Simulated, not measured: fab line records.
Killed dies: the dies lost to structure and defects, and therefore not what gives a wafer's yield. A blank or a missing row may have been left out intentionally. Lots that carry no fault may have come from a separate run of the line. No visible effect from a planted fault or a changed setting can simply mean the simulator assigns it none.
Which of the tools did it?    flow gf180mcu    21 wafers from 7 lots sampled at 2 of the route's 602 steps

## WHAT EACH GAUGE READ, for each wafer
GF_HV_LDD_TW_MEAS_23.
lot   measured      on             HV_LDD_2_TW
L695  day 11 15:38  film_metro-01  1078 1077 1079
L698  day 12 13:55  film_metro-03  1049 1043 1044
L701  day 13 15:19  film_metro-03  1053 1053 1047
L703  day 14 01:28  film_metro-03  1051 1050 1047
L705  day 14 22:22  film_metro-04  30 1072 1066
L713  day 17 10:32  film_metro-04  1063 1058 1055
L715  day 18 06:46  film_metro-04  1058 1063 1060

## TOOL THAT RAN EACH LOT (tool first, then ch and the chambers of the sampled wafers, then the start)
lot   GF_HV_LDD_DEVELOP_18
L695  litho_track-03 ch 0, day 11 15:02
L698  litho_track-02 ch 0, day 12 13:22
L701  litho_track-04 ch 0, day 13 14:44
L703  litho_track-04 ch 0, day 14 00:56
L705  litho_track-04 ch 0, day 14 21:50
L713  litho_track-04 ch 0, day 17 09:59
L715  litho_track-02 ch 0, day 18 06:13
- GF_HV_LDD_DEVELOP_18: develop time 60 s.

## THE ANSWER, worked out from the rows above alone
Rule: usual is defined by the lots themselves. The widest of any qualifying gaps counts: lots, ordered by their means at a reading, are off when they make up no more than a third of the lots, leave a main group of 4 or more, and stand apart from it by 3 or more times the standard deviation of that group's means. The tables above print the reading to a certain number of digits; a main group whose means all agree to those digits is not used. Also off: a lot with no number at a reading for which 4 or more lots have one. Any other lot the step has rows for is counted as sound.
Off: L705, seen at GF_HV_LDD_TW_MEAS_23 (HV_LDD_2_TW). For the main group the mean is 1057 and the standard deviation 11.
A tool fits if, at a process step before that reading, it ran every lot that is off, and no sound lot after the first of them. Those tools and the gauges at GF_HV_LDD_TW_MEAS_23 are tried in the same way. None of those tried fits.

## WHAT THE SIMULATOR PUT IN
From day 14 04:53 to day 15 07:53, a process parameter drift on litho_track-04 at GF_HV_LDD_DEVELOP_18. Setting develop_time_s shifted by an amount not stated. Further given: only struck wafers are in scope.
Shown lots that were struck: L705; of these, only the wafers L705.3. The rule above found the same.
